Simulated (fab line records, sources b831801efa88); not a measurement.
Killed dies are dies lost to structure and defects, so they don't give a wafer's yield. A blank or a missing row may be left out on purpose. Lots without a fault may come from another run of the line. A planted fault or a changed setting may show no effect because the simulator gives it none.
Chamber matching | flow sky130 | SKY_VIA3_CMP_02 on cmp-02: 4 sister chambers
The step polishes SiO2. 8 wafers are shown with their chamber, then 12 later ones without.

WAFERS WITH THEIR CHAMBER
wafer  | chamber | motor_current_A (A) | slurry_flow_ml_min
L083.3 | 1       | 11.6                | 150.2
L083.4 | 3       | 13.1                | 150.0
L084.1 | 2       | 12.2                | 150.0
L084.5 | 0       | 12.8                | 149.7
L084.6 | 3       | 13.6                | 149.7
L087.1 | 2       | 12.3                | 151.5
L087.3 | 1       | 12.4                | 150.0
L087.4 | 0       | 12.5                | 149.8

WAFERS WITHOUT THEIR CHAMBER
wafer  | motor_current_A (A) | slurry_flow_ml_min
L088.4 | 12.0                | 149.6
L088.5 | 12.7                | 149.8
L088.6 | 12.7                | 150.5
L090.1 | 12.3                | 149.1
L090.4 | 11.9                | 149.7
L090.6 | 12.6                | 149.3
L092.2 | 12.5                | 149.4
L092.3 | 13.6                | 150.0
L092.4 | 11.6                | 149.7
L094.1 | 12.3                | 149.4
L094.4 | 12.8                | 149.8
L094.5 | 12.2                | 150.0

WHICH CHAMBER EACH WENT THROUGH
wafer  | from the rows above               | in truth
L088.4 | can't be placed: 1 or 0 or 2      | 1
L088.5 | can't be placed: 0 or 3 or 1 or 2 | 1
L088.6 | can't be placed: 2 or 0 or 1 or 3 | 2
L090.1 | can't be placed: 0 or 1 or 2 or 3 | 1
L090.4 | can't be placed: 1 or 0 or 2      | 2
L090.6 | can't be placed: 0 or 1 or 3 or 2 | 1
L092.2 | can't be placed: 0 or 1 or 3 or 2 | 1
L092.3 | can't be placed: 3 or 0           | 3
L092.4 | can't be placed: 1 or 2 or 0      | 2
L094.1 | can't be placed: 0 or 1 or 2 or 3 | 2
L094.4 | can't be placed: 0 or 3 or 2 or 1 | 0
L094.5 | can't be placed: 1 or 0 or 2      | 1
Placed correctly: 0 of 12. Can't be placed from these rows: 12 (the true chamber is among the candidates in 12). Placed wrongly: 0.
How it was worked out, from the rows above alone: a wafer's distance from a chamber is the root of the sum, over the readings, of the square of ((its reading less the chamber's mean) divided by the reading's scatter). The wafer belongs to the nearest chamber; if the next one is less than 2 further off, it can't be placed. A chamber's mean is the mean of its shown wafers. The scatter: the root of (the sum of the squares of (reading less its chamber's mean) over the shown wafers, divided by (wafers less chambers)).
